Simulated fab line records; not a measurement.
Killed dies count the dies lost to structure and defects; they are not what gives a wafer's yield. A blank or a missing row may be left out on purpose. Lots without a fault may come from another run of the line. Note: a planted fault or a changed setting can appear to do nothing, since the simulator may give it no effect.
Which tool was responsible? / flow sky130 / 24 lots, 72 wafers sampled, at 5 steps of a route of 708

WHAT THE GAUGES READ, wafer by wafer
SKY_FIELD_ISO_BOW_MEAS_00.
lot=L074; measured=day 1 10:00; on=film_metro-03; INCOMING_BOW (um)=6 1 -4
lot=L075; measured=day 1 15:00; on=film_metro-02; INCOMING_BOW (um)=1 2 -7
lot=L076; measured=day 1 20:02; on=film_metro-03; INCOMING_BOW (um)=1 7 -2
lot=L077; measured=day 2 01:00; on=film_metro-02; INCOMING_BOW (um)=-3 -2 7
lot=L078; measured=day 2 06:00; on=film_metro-02; INCOMING_BOW (um)=-10 -2 4
lot=L079; measured=day 2 11:00; on=film_metro-04; INCOMING_BOW (um)=-13 6 10
lot=L080; measured=day 2 16:04; on=film_metro-04; INCOMING_BOW (um)=-8 9 -9
lot=L081; measured=day 2 21:00; on=film_metro-03; INCOMING_BOW (um)=-5 2 -4
lot=L082; measured=day 3 02:00; on=film_metro-02; INCOMING_BOW (um)=-4 -12 -10
lot=L083; measured=day 3 07:00; on=film_metro-02; INCOMING_BOW (um)=-3 9 -7
lot=L084; measured=day 3 12:00; on=film_metro-02; INCOMING_BOW (um)=-8 -3 6
lot=L085; measured=day 3 17:04; on=film_metro-04; INCOMING_BOW (um)=-3 -3 3
lot=L086; measured=day 3 22:00; on=film_metro-02; INCOMING_BOW (um)=5 6 -5
lot=L087; measured=day 4 03:00; on=film_metro-02; INCOMING_BOW (um)=-1 15 0
lot=L088; measured=day 4 08:01; on=film_metro-04; INCOMING_BOW (um)=8 -17 -2
lot=L089; measured=day 4 13:00; on=film_metro-02; INCOMING_BOW (um)=-1 -6 -12
lot=L090; measured=day 4 18:00; on=film_metro-03; INCOMING_BOW (um)=-10 9 -2
lot=L091; measured=day 4 23:02; on=film_metro-02; INCOMING_BOW (um)=-5 1 2
lot=L092; measured=day 5 04:01; on=film_metro-03; INCOMING_BOW (um)=-14 2 1
lot=L093; measured=day 5 09:00; on=film_metro-03; INCOMING_BOW (um)=2 0 1
lot=L094; measured=day 5 14:01; on=film_metro-02; INCOMING_BOW (um)=-13 -7 4
lot=L095; measured=day 5 19:00; on=film_metro-02; INCOMING_BOW (um)=-4 3 5
lot=L096; measured=day 6 00:00; on=film_metro-04; INCOMING_BOW (um)=-7 -2 1
lot=L097; measured=day 6 05:00; on=film_metro-03; INCOMING_BOW (um)=4 -5 -1

SKY_FIELD_ISO_THK_MEAS_02.
lot=L074; measured=day 1 12:26; on=film_metro-03; FIELD_ISO_OXIDATION_00_THK (nm)=12.20 12.31 12.44
lot=L075; measured=day 1 16:38; on=film_metro-04; FIELD_ISO_OXIDATION_00_THK (nm)=11.95 12.10 11.99
lot=L076; measured=day 1 22:20; on=film_metro-03; FIELD_ISO_OXIDATION_00_THK (nm)=12.43 12.13 12.13
lot=L077; measured=day 2 02:52; on=film_metro-03; FIELD_ISO_OXIDATION_00_THK (nm)=11.64 11.75 11.72
lot=L078; measured=day 2 08:17; on=film_metro-04; FIELD_ISO_OXIDATION_00_THK (nm)=12.05 11.87 11.93
lot=L079; measured=day 2 12:38; on=film_metro-04; FIELD_ISO_OXIDATION_00_THK (nm)=11.93 12.01 11.97
lot=L080; measured=day 2 18:15; on=film_metro-02; FIELD_ISO_OXIDATION_00_THK (nm)=11.77 11.69 11.78
lot=L081; measured=day 2 23:35; on=film_metro-02; FIELD_ISO_OXIDATION_00_THK (nm)=11.46 11.69 11.62
lot=L082; measured=day 3 04:06; on=film_metro-03; FIELD_ISO_OXIDATION_00_THK (nm)=11.94 11.81 12.13
lot=L083; measured=day 3 08:38; on=film_metro-02; FIELD_ISO_OXIDATION_00_THK (nm)=12.32 12.25 12.42
lot=L084; measured=day 3 14:00; on=film_metro-02; FIELD_ISO_OXIDATION_00_THK (nm)=11.76 11.65 12.06
lot=L085; measured=day 3 18:40; on=film_metro-04; FIELD_ISO_OXIDATION_00_THK (nm)=11.81 11.82 11.78
lot=L086; measured=day 3 23:38; on=film_metro-03; FIELD_ISO_OXIDATION_00_THK (nm)=11.93 11.81 11.70
lot=L087; measured=day 4 05:17; on=film_metro-04; FIELD_ISO_OXIDATION_00_THK (nm)=12.30 12.16 12.20
lot=L088; measured=day 4 09:38; on=film_metro-02; FIELD_ISO_OXIDATION_00_THK (nm)=11.34 11.44 11.48
lot=L089; measured=day 4 14:38; on=film_metro-04; FIELD_ISO_OXIDATION_00_THK (nm)=11.62 11.57 11.55
lot=L090; measured=day 4 20:13; on=film_metro-03; FIELD_ISO_OXIDATION_00_THK (nm)=12.09 12.04 12.15
lot=L091; measured=day 5 00:39; on=film_metro-02; FIELD_ISO_OXIDATION_00_THK (nm)=11.72 11.96 11.77
lot=L092; measured=day 5 05:38; on=film_metro-03; FIELD_ISO_OXIDATION_00_THK (nm)=12.22 12.13 12.64
lot=L093; measured=day 5 10:38; on=film_metro-03; FIELD_ISO_OXIDATION_00_THK (nm)=11.88 11.92 11.80
lot=L094; measured=day 5 16:52; on=film_metro-02; FIELD_ISO_OXIDATION_00_THK (nm)=12.06 11.90 12.00
lot=L095; measured=day 5 20:38; on=film_metro-03; FIELD_ISO_OXIDATION_00_THK (nm)=12.10 12.27 12.12
lot=L096; measured=day 6 05:23; on=film_metro-04; FIELD_ISO_OXIDATION_00_THK (nm)=12.14 12.10 12.22
lot=L097; measured=day 6 13:29; on=film_metro-04; FIELD_ISO_OXIDATION_00_THK (nm)=11.86 11.90 12.06

SKY_FIELD_ISO_THK_MEAS_23.
lot=L074; measured=day 2 07:05; on=film_metro-04; FIELD_ISO_OXIDATION_01_THK (nm)=9.64 9.71 9.66
lot=L075; measured=day 2 11:00; on=film_metro-02; FIELD_ISO_OXIDATION_01_THK (nm)=10.34 10.09 10.36
lot=L076; measured=day 2 19:08; on=film_metro-04; FIELD_ISO_OXIDATION_01_THK (nm)=9.77 9.74 9.83
lot=L077; measured=day 2 22:04; on=film_metro-03; FIELD_ISO_OXIDATION_01_THK (nm)=10.00 10.02 10.10
lot=L078; measured=day 3 05:16; on=film_metro-04; FIELD_ISO_OXIDATION_01_THK (nm)=9.95 9.95 9.94
lot=L079; measured=day 3 08:20; on=film_metro-03; FIELD_ISO_OXIDATION_01_THK (nm)=10.09 10.19 10.22
lot=L080; measured=day 3 15:43; on=film_metro-02; FIELD_ISO_OXIDATION_01_THK (nm)=9.72 9.87 10.08
lot=L081; measured=day 3 21:47; on=film_metro-04; FIELD_ISO_OXIDATION_01_THK (nm)=10.00 9.99 10.01
lot=L082; measured=day 4 00:49; on=film_metro-03; FIELD_ISO_OXIDATION_01_THK (nm)=9.73 9.99 9.94
lot=L083; measured=day 4 06:27; on=film_metro-02; FIELD_ISO_OXIDATION_01_THK (nm)=10.00 10.01 9.90
lot=L084; measured=day 4 10:22; on=film_metro-03; FIELD_ISO_OXIDATION_01_THK (nm)=10.10 10.26 10.34
lot=L085; measured=day 4 15:50; on=film_metro-03; FIELD_ISO_OXIDATION_01_THK (nm)=9.76 9.81 9.78
lot=L086; measured=day 4 21:08; on=film_metro-02; FIELD_ISO_OXIDATION_01_THK (nm)=10.12 10.08 10.05
lot=L087; measured=day 5 03:56; on=film_metro-04; FIELD_ISO_OXIDATION_01_THK (nm)=9.98 10.18 10.34
lot=L088; measured=day 5 06:49; on=film_metro-02; FIELD_ISO_OXIDATION_01_THK (nm)=10.28 10.25 10.32
lot=L089; measured=day 5 12:19; on=film_metro-02; FIELD_ISO_OXIDATION_01_THK (nm)=10.02 10.05 9.97
lot=L090; measured=day 5 19:25; on=film_metro-03; FIELD_ISO_OXIDATION_01_THK (nm)=9.76 9.87 9.87
lot=L091; measured=day 5 21:50; on=film_metro-03; FIELD_ISO_OXIDATION_01_THK (nm)=10.02 10.12 10.20
lot=L092; measured=day 6 09:14; on=film_metro-04; FIELD_ISO_OXIDATION_01_THK (nm)=10.39 10.31 10.25
lot=L093; measured=day 6 09:14; on=film_metro-02; FIELD_ISO_OXIDATION_01_THK (nm)=10.26 10.25 10.32
lot=L094; measured=day 6 19:20; on=film_metro-02; FIELD_ISO_OXIDATION_01_THK (nm)=9.84 9.84 9.93
lot=L095; measured=day 6 19:20; on=film_metro-03; FIELD_ISO_OXIDATION_01_THK (nm)=9.54 9.73 9.70
lot=L096; measured=day 7 04:11; on=film_metro-02; FIELD_ISO_OXIDATION_01_THK (nm)=9.82 9.80 9.91
lot=L097; measured=day 7 13:14; on=film_metro-02; FIELD_ISO_OXIDATION_01_THK (nm)=9.95 10.10 9.86

SKY_NWELL_RS_MEAS_29: measures by four-point-probe.
lot=L074; measured=day 5 06:12; on=film_metro-03; NWELL_RS (ohm/sq)=614.6 614.2 615.3
lot=L075; measured=day 5 11:14; on=film_metro-01; NWELL_RS (ohm/sq)=618.9 618.2 620.6
lot=L076; measured=day 5 22:20; on=film_metro-04; NWELL_RS (ohm/sq)=617.8 619.2 618.2
lot=L077; measured=day 6 01:45; on=film_metro-01; NWELL_RS (ohm/sq)=614.4 617.0 616.0
lot=L078; measured=day 6 08:38; on=film_metro-01; NWELL_RS (ohm/sq)=619.6 615.5 619.1
lot=L079; measured=day 6 13:14; on=film_metro-03; NWELL_RS (ohm/sq)=618.2 620.4 617.7
lot=L080; measured=day 6 19:02; on=film_metro-04; NWELL_RS (ohm/sq)=619.7 618.2 618.8
lot=L081; measured=day 7 01:26; on=film_metro-03; NWELL_RS (ohm/sq)=618.1 618.4 617.2
lot=L082; measured=day 7 06:02; on=film_metro-03; NWELL_RS (ohm/sq)=618.9 614.1 617.5
lot=L083; measured=day 7 14:21; on=film_metro-03; NWELL_RS (ohm/sq)=614.5 616.4 618.2
lot=L084; measured=day 7 16:06; on=film_metro-04; NWELL_RS (ohm/sq)=617.6 620.2 619.2
lot=L085; measured=day 8 00:51; on=film_metro-01; NWELL_RS (ohm/sq)=617.5 615.4 617.0
lot=L086; measured=day 8 05:44; on=film_metro-01; NWELL_RS (ohm/sq)=618.2 616.4 617.1
lot=L087; measured=day 8 13:13; on=film_metro-01; NWELL_RS (ohm/sq)=618.8 616.2 619.4
lot=L088; measured=day 8 18:18; on=film_metro-04; NWELL_RS (ohm/sq)=617.7 619.9 619.6
lot=L089; measured=day 9 01:12; on=film_metro-04; NWELL_RS (ohm/sq)=617.9 616.1 614.1
lot=L090; measured=day 9 09:36; on=film_metro-03; NWELL_RS (ohm/sq)=619.2 619.7 620.3
lot=L091; measured=day 9 20:46; on=film_metro-04; NWELL_RS (ohm/sq)=617.5 618.4 618.0
lot=L092; measured=day 10 09:57; on=film_metro-01; NWELL_RS (ohm/sq)=614.0 613.6 615.1
lot=L093; measured=day 10 10:17; on=film_metro-03; NWELL_RS (ohm/sq)=617.5 619.3 617.9
lot=L094; measured=day 10 15:59; on=film_metro-01; NWELL_RS (ohm/sq)=619.4 619.6 619.0
lot=L095; measured=day 10 15:35; on=film_metro-04; NWELL_RS (ohm/sq)=617.2 615.0 615.6
lot=L096; measured=day 10 23:17; on=film_metro-01; NWELL_RS (ohm/sq)=619.1 619.5 619.3
lot=L097; measured=day 11 09:02; on=film_metro-01; NWELL_RS (ohm/sq)=616.8 619.7 616.7

SKY_VT_ADJUST_HVTP_CD_MEAS_07 targets a cd of 380 nm.
lot=L074; measured=day 5 23:56; on=cd_sem-02; cd_nm (nm)=379.9 379.6 380.8
lot=L075; measured=day 6 06:21; on=cd_sem-02; cd_nm (nm)=378.8 382.8 376.6
lot=L076; measured=day 6 16:46; on=cd_sem-02; cd_nm (nm)=379.6 378.8 378.8
lot=L077; measured=day 6 19:53; on=cd_sem-01; cd_nm (nm)=381.2 379.8 380.8
lot=L078; measured=day 7 03:15; on=cd_sem-01; cd_nm (nm)=379.0 377.3 376.8
lot=L079; measured=day 7 07:06; on=cd_sem-01; cd_nm (nm)=378.3 378.8 378.2
lot=L080; measured=day 7 14:28; on=cd_sem-02; cd_nm (nm)=381.9 380.6 381.4
lot=L081; measured=day 7 20:26; on=cd_sem-02; cd_nm (nm)=381.4 379.0 378.0
lot=L082; measured=day 8 01:24; on=cd_sem-01; cd_nm (nm)=383.4 381.9 381.5
lot=L083; measured=day 8 10:21; on=cd_sem-01; cd_nm (nm)=377.1 377.3 375.8
lot=L084; measured=day 8 12:24; on=cd_sem-02; cd_nm (nm)=380.6 378.9 381.9
lot=L085; measured=day 8 20:52; on=cd_sem-01; cd_nm (nm)=382.1 379.5 380.9
lot=L086; measured=day 9 03:08; on=cd_sem-01; cd_nm (nm)=378.9 379.2 379.6
lot=L087; measured=day 9 10:21; on=cd_sem-01; cd_nm (nm)=378.4 380.2 377.9
lot=L088; measured=day 9 15:40; on=cd_sem-01; cd_nm (nm)=377.4 379.2 379.4
lot=L089; measured=day 9 22:57; on=cd_sem-01; cd_nm (nm)=378.5 382.2 378.7
lot=L090; measured=day 10 08:03; on=cd_sem-02; cd_nm (nm)=381.9 380.3 380.0
lot=L091; measured=day 10 18:50; on=cd_sem-01; cd_nm (nm)=376.7 378.0 376.6
lot=L092; measured=day 11 08:51; on=cd_sem-02; cd_nm (nm)=380.3 382.3 380.1
lot=L093; measured=day 11 09:08; on=cd_sem-02; cd_nm (nm)=378.8 378.1 381.6
lot=L094; measured=day 11 15:41; on=cd_sem-01; cd_nm (nm)=379.0 377.9 378.2
lot=L095; measured=day 11 14:42; on=cd_sem-02; cd_nm (nm)=380.0 378.4 380.5
lot=L096; measured=day 11 22:57; on=cd_sem-01; cd_nm (nm)=379.2 377.4 380.0
lot=L097; measured=day 12 08:47; on=cd_sem-02; cd_nm (nm)=381.6 382.2 383.0

WHICH TOOL RAN EACH LOT (tool, then ch and the chambers of the sampled wafers, then the start)
The record shows no process step preceding these readings.

WHAT THE TOOLS THEMSELVES READ (means of the sampled wafers that have a number; where no wafer has one, the mark that the record gives instead)
The record holds no such reading with a usual standard deviation.

THE ANSWER, worked out from the rows above alone
Rule: what is usual is taken from the lots themselves. The widest of any qualifying gaps counts: lots, ordered by their means at a reading, are off when they make up no more than a third of the lots, leave a main group of 4 or more, and stand apart from it by 3 or more times the standard deviation of that group's means. The tables above print the reading to a certain number of digits; a main group whose means all agree to those digits is not used. A lot without any number at a reading at which 4 lots or more have one is off too. All remaining lots with rows at the step are treated as sound. After the gauges, taken in route order, come the tools' own readings; for these a lot's mean is taken, as printed above. The first step at which some lot is off is used, and at that step the reading that is off furthest; a lot without a number counts as furthest.
No lot is off on any of the readings shown, so nothing can be concluded from this.

WHAT THE SIMULATOR PUT IN
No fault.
